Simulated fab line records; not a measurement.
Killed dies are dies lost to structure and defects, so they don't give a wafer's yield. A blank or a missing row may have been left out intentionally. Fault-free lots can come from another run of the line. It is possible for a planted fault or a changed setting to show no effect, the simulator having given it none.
Tool commonality check + flow gf180mcu + Lots sampled 13, wafers sampled 39

== WHY THIS WAS OPENED ==
GF_VT_IMPLANT_TW_MEAS_21, reading VT_IMPLANT_2_TW: flagged on 2 of 13 lots. No-fault wafers: 1229, standard deviation 20.
Rule: a lot gets a flag if all its wafers with a number sit over 4 standard deviations from that mean, or if no wafer of it has a number. The other lots count as sound.

| lot  | measured     | on            | VT_IMPLANT_2_TW, wafer by wafer | flag    |
|------|--------------|---------------|---------------------------------|---------|
| L428 | day 6 10:22  | film_metro-01 | 1250 1249 1245                  |         |
| L429 | day 6 16:32  | film_metro-02 | 1215 1208 1208                  |         |
| L430 | day 6 21:36  | film_metro-02 | 1219 1212 1216                  |         |
| L431 | day 7 06:35  | film_metro-01 | 1258 1255 1257                  |         |
| L437 | day 8 20:42  | film_metro-02 | 1092 1096 1090                  | FLAGGED |
| L438 | day 9 02:41  | film_metro-02 | 1091 1099 1094                  | FLAGGED |
| L443 | day 10 23:53 | film_metro-01 | 1245 1245 1239                  |         |
| L445 | day 11 09:38 | film_metro-01 | 1244 1240 1248                  |         |
| L447 | day 11 13:06 | film_metro-03 | 1213 1222 1218                  |         |
| L446 | day 11 13:46 | film_metro-03 | 1216 1215 1216                  |         |
| L448 | day 11 22:40 | film_metro-01 | 1246 1240 1248                  |         |
| L450 | day 12 06:25 | film_metro-01 | 1243 1244 1245                  |         |
| L449 | day 12 09:13 | film_metro-02 | 1208 1217 1211                  |         |
The mean of the flagged lots' numbers is 1094, -135 from the usual (-7 standard deviations).

== WHICH TOOL RAN EACH LOT ==
The record holds 2 process steps before the reading, out of a route of 602 steps. Each cell gives the tool, then ch followed by the chambers the sampled wafers passed through, then the start.
| lot  | flag    | GF_NWELL_STRIP_10                   | GF_VT_IMPLANT_IMPLANT_19        |
|------|---------|-------------------------------------|---------------------------------|
| L428 |         | plasma_asher-03 ch 0,1, day 3 13:36 | implanter-04 ch 0, day 6 10:07  |
| L429 |         | plasma_asher-02 ch 0,1, day 3 17:17 | implanter-01 ch 0, day 6 16:17  |
| L430 |         | plasma_asher-02 ch 1, day 3 23:23   | implanter-04 ch 0, day 6 21:21  |
| L431 |         | plasma_asher-02 ch 0, day 4 07:16   | implanter-01 ch 0, day 7 06:22  |
| L437 | FLAGGED | plasma_asher-03 ch 0, day 5 14:36   | implanter-01 ch 0, day 8 20:27  |
| L438 | FLAGGED | plasma_asher-03 ch 0,1, day 5 18:29 | implanter-01 ch 0, day 9 02:26  |
| L443 |         | plasma_asher-02 ch 0,1, day 7 09:11 | implanter-03 ch 0, day 10 23:38 |
| L445 |         | plasma_asher-03 ch 0,1, day 7 17:03 | implanter-04 ch 0, day 11 09:23 |
| L447 |         | plasma_asher-03 ch 0,1, day 7 20:05 | implanter-03 ch 0, day 11 12:51 |
| L446 |         | plasma_asher-03 ch 0,1, day 7 20:48 | implanter-01 ch 0, day 11 13:33 |
| L448 |         | plasma_asher-02 ch 0,1, day 8 04:24 | implanter-04 ch 0, day 11 22:25 |
| L450 |         | plasma_asher-03 ch 0,1, day 8 12:29 | implanter-01 ch 0, day 12 06:10 |
| L449 |         | plasma_asher-04 ch 0,1, day 8 13:59 | implanter-04 ch 0, day 12 09:00 |
What these steps do:
- GF_NWELL_STRIP_10: strips in O2/N2.
- GF_VT_IMPLANT_IMPLANT_19
- GF_VT_IMPLANT_TW_MEAS_21

== FLAGGED OVER TOTAL, TOOL BY TOOL (the gauges that took the reading come last) ==
| step                     | tool            | lots run | flagged | share of the flagged lots | sound lots run after its first flagged lot |
|--------------------------|-----------------|----------|---------|---------------------------|--------------------------------------------|
| GF_NWELL_STRIP_10        | plasma_asher-02 | 5        | 0       | none                      | -                                          |
| GF_NWELL_STRIP_10        | plasma_asher-03 | 7        | 2       | all                       | 4 (L445,L447,L446,L450)                    |
| GF_NWELL_STRIP_10        | plasma_asher-04 | 1        | 0       | none                      | -                                          |
| GF_VT_IMPLANT_IMPLANT_19 | implanter-01    | 6        | 2       | all                       | 2 (L446,L450)                              |
| GF_VT_IMPLANT_IMPLANT_19 | implanter-03    | 2        | 0       | none                      | -                                          |
| GF_VT_IMPLANT_IMPLANT_19 | implanter-04    | 5        | 0       | none                      | -                                          |
| GF_VT_IMPLANT_TW_MEAS_21 | film_metro-01   | 6        | 0       | none                      | -                                          |
| GF_VT_IMPLANT_TW_MEAS_21 | film_metro-02   | 5        | 2       | all                       | 1 (L449)                                   |
| GF_VT_IMPLANT_TW_MEAS_21 | film_metro-03   | 2        | 0       | none                      | -                                          |

== THE TABLE: WHAT IT ALLOWS ==
plasma_asher-03 at GF_NWELL_STRIP_10, implanter-01 at GF_VT_IMPLANT_IMPLANT_19 and film_metro-02 at GF_VT_IMPLANT_TW_MEAS_21: these 3 rows of the table ran every flagged lot.
- plasma_asher-03 at GF_NWELL_STRIP_10 ran 7 lots, 2 of them flagged. After the first flagged lot (L445, L447, L446, L450), sound lots still ran on it; a lasting fault on the whole tool would not permit that.
- implanter-01 at GF_VT_IMPLANT_IMPLANT_19 ran 6 lots, 2 of them flagged. After the first flagged lot (L446, L450), sound lots still ran on it; a lasting fault on the whole tool would not permit that. Its own readings (dose_ions_cm2, faraday_current_uA) fall more than 4 standard deviations out on all wafers of the flagged lots.
- film_metro-02 at GF_VT_IMPLANT_TW_MEAS_21 ran 5 lots, 2 of them flagged. After the first flagged lot (L449), sound lots still ran on it; a lasting fault on the whole tool would not permit that.
There is no row in the table that ran each flagged lot and no sound lot after the first.

== WHAT THE SIMULATOR PUT IN ==
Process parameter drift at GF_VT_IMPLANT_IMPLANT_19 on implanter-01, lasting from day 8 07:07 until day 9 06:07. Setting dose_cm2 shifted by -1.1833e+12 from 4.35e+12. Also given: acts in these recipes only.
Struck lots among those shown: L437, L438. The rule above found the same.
